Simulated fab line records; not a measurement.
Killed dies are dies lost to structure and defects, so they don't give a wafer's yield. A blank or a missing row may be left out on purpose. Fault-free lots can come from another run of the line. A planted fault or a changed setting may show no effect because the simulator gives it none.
The tool behind it: which one?    flow sky130    45 wafers from 15 lots sampled at 4 of the route's 708 steps

== WHAT EACH GAUGE READ, for each wafer ==
SKY_LDD_N_TW_MEAS_17. Usual: for LDD_N_TW the level is 2572 and the standard deviation is 39.
lot   measured      on             LDD_N_TW        flag
L415  day 17 09:34  film metro-03  2623 2623 2622  
L417  day 18 17:20  film metro-03  2609 2621 2624  
L416  day 18 17:37  film metro-02  2526 2533 2522  
L418  day 19 00:55  film metro-02  2522 2536 2529  
L419  day 19 01:01  film metro-04  2554 2543 2545  
L420  day 19 16:50  film metro-03  2634 2624 2619  
L421  day 20 05:40  film metro-03  2625 2630 2639  
L422  day 20 13:58  film metro-04  2561 2558 2565  
L423  day 20 20:42  film metro-04  2567 2558 2544  
L424  day 21 10:19  film metro-04  2527 2527 2531  
L425  day 21 16:46  film metro-03  2607 2597 2603  
L426  day 22 09:41  film metro-02  2525 2542 2537  
L431  day 23 21:38  film metro-03  2609 2608 2612  
L433  day 24 07:53  film metro-02  2525 2522 2522  
L432  day 24 10:07  film metro-02  2532 2549 2538  

== WHICH TOOL RAN EACH LOT (tool, then ch and the chambers of the sampled wafers, then the start) ==
lot   SKY_RES_PROTECT_STRIP_07              SKY_POLY_GATE_ETCH_17             SKY_LDD_N_IMPLANT_14
L415  plasma asher-04 ch 0,1, day 14 18:08  rie si-01 ch 0,2, day 15 23:57    implanter-01 ch 0, day 17 09:11
L417  plasma asher-03 ch 0,1, day 16 00:05  rie si-02 ch 1,2,3, day 17 07:11  implanter-02 ch 0, day 18 16:56
L416  plasma asher-02 ch 0,1, day 16 00:32  rie si-01 ch 0,3, day 17 08:11    implanter-03 ch 0, day 18 17:13
L418  plasma asher-02 ch 0,1, day 16 05:58  rie si-01 ch 0,2, day 17 13:04    implanter-01 ch 0, day 19 00:32
L419  plasma asher-03 ch 0,1, day 16 07:25  rie si-02 ch 0,3, day 17 15:38    implanter-03 ch 0, day 19 00:37
L420  plasma asher-04 ch 0,1, day 16 22:17  rie si-01 ch 0,1, day 18 06:46    implanter-01 ch 0, day 19 16:26
L421  plasma asher-03 ch 0,1, day 17 11:32  rie si-02 ch 1,3, day 18 19:53    implanter-03 ch 0, day 20 05:16
L422  plasma asher-04 ch 1, day 17 19:11    rie si-02 ch 1,2, day 19 04:19    implanter-02 ch 0, day 20 13:35
L423  plasma asher-04 ch 0,1, day 18 02:04  rie si-01 ch 0,3, day 19 10:22    implanter-01 ch 0, day 20 20:19
L424  plasma asher-03 ch 0,1, day 18 14:08  rie si-01 ch 0,1,2, day 20 00:07  implanter-01 ch 0, day 21 09:56
L425  plasma asher-04 ch 0,1, day 18 21:17  rie si-01 ch 0,1,2, day 20 07:29  implanter-01 ch 0, day 21 16:22
L426  plasma asher-03 ch 0,1, day 19 14:40  rie si-01 ch 1,2,3, day 20 23:53  implanter-03 ch 0, day 22 09:19
L431  plasma asher-04 ch 0,1, day 21 04:46  rie si-02 ch 1,2, day 22 13:05    implanter-03, day 23 21:14
L433  plasma asher-02 ch 0,1, day 21 15:28  rie si-01 ch 0,2,3, day 22 23:22  implanter-02, day 24 07:29
L432  plasma asher-04 ch 0,1, day 21 15:46  rie si-02 ch 0,2,3, day 23 01:07  implanter-02, day 24 09:43
- SKY_RES_PROTECT_STRIP_07: strips in O2/N2.
- SKY_POLY_GATE_ETCH_17: etches poly-Si in HBr/Cl2, stops on SiO2, target depth 180 nm, time 70.5 s.
- SKY_LDD_N_IMPLANT_14

== WHAT THE TOOLS THEMSELVES READ (means of the sampled wafers that have a number; where no wafer has one, the mark that the record gives instead) ==
SKY_RES_PROTECT_STRIP_07. Usual: drypump motor current A 5.7 A, standard deviation 0.44; oes product au 0.517 a.u., standard deviation 0.0043; strip time to endpoint s 23.30 s, standard deviation 0.042.
lot   tool             drypump motor current A (A)  oes product au (a.u.)  strip time to endpoint s (s)  flag
L415  plasma asher-04  5.5                          0.512                  23.33                         
L417  plasma asher-03  5.9                          0.517                  23.36                         
L416  plasma asher-02  5.7                          0.520                  23.31                         
L418  plasma asher-02  5.5                          0.518                  23.30                         
L419  plasma asher-03  5.9                          0.515                  23.27                         
L420  plasma asher-04  5.3                          0.520                  23.31                         
L421  plasma asher-03  6.2                          0.518                  23.24                         
L422  plasma asher-04  5.1                          0.518                  23.36                         
L423  plasma asher-04  5.3                          0.520                  23.28                         
L424  plasma asher-03  5.9                          0.515                  23.31                         
L425  plasma asher-04  5.3                          0.515                  23.36                         
L426  plasma asher-03  5.9                          0.515                  23.30                         
L431  plasma asher-04  5.3                          0.515                  23.30                         
L433  plasma asher-02  5.7                          0.515                  23.34                         
L432  plasma asher-04  5.3                          0.518                  23.34                         

SKY_POLY_GATE_ETCH_17. Usual: drypump motor current A 5.6 A, standard deviation 0.52; he backside leak sccm 2.6 sccm, standard deviation 0.32; oes product au 0.983 a.u., standard deviation 0.0091; throttle valve pct 33.685 %, standard deviation 0.0097.
lot   tool       drypump motor current A (A)  he backside leak sccm (sccm)  oes product au (a.u.)  throttle valve pct (%)  flag
L415  rie si-01  5.9                          2.5                           0.980                  33.689                  
L417  rie si-02  5.2                          2.9                           0.972                  33.682                  
L416  rie si-01  6.2                          2.6                           0.972                  33.676                  
L418  rie si-01  6.2                          2.4                           0.983                  33.690                  
L419  rie si-02  5.1                          2.7                           0.977                  33.690                  
L420  rie si-01  6.4                          2.6                           0.987                  33.692                  
L421  rie si-02  5.2                          2.8                           0.986                  33.687                  
L422  rie si-02  5.2                          2.9                           0.987                  33.690                  
L423  rie si-01  6.2                          2.7                           0.991                  33.686                  
L424  rie si-01  6.0                          2.4                           0.992                  33.690                  
L425  rie si-01  6.0                          2.6                           0.980                  33.675                  
L426  rie si-01  5.7                          2.4                           0.980                  33.689                  
L431  rie si-02  5.1                          2.8                           0.980                  33.685                  
L433  rie si-01  5.9                          2.6                           0.975                  33.689                  
L432  rie si-02  5.1                          2.9                           0.983                  33.695                  

SKY_LDD_N_IMPLANT_14. Usual: beam energy keV 50.001, standard deviation 0.015; beam on s 10.00 s, standard deviation 0.21; faraday current uA 28.2, standard deviation 0.58.
lot   tool          beam energy keV  beam on s (s)  faraday current uA  flag
L415  implanter-01  49.987           10.04          28.1                
L417  implanter-02  49.976           10.08          28.0                
L416  implanter-03  50.015           9.75           28.9                
L418  implanter-01  49.989           9.89           28.5                
L419  implanter-03  50.013           10.15          27.9                
L420  implanter-01  49.998           10.06          28.0                
L421  implanter-03  49.998           9.97           28.2                
L422  implanter-02  49.993           10.30          27.4                
L423  implanter-01  49.998           9.85           28.6                
L424  implanter-01  50.004           10.00          28.2                
L425  implanter-01  50.003           10.00          28.2                
L426  implanter-03  49.976           10.06          28.1                
L431  implanter-03  -                -              -                   OFF
L433  implanter-02  -                -              -                   OFF
L432  implanter-02  -                -              -                   OFF

== THE ANSWER, worked out from the rows above alone ==
Rule: lot off if the mean of its wafers having a number is beyond 3 standard deviations from the usual mean. Also off: a lot with no number at a reading for which 4 or more lots have one. Any other lot the step has rows for is counted as sound. Order of review: gauges by route order, followed by the tools' own readings, for which a lot's mean as printed above is used. At the first step where some lot is off, the reading lying furthest off is the one used; lots without a number count as furthest.
Off: L431, L433, L432 (SKY_LDD_N_IMPLANT_14, beam energy keV). Without a number there: L431, L433, L432.
A tool fits if, at that step or a process step before it, it ran every lot that is off, and no sound lot after the first of them. None of those tried fits.

== WHAT THE SIMULATOR HAD PUT IN ==
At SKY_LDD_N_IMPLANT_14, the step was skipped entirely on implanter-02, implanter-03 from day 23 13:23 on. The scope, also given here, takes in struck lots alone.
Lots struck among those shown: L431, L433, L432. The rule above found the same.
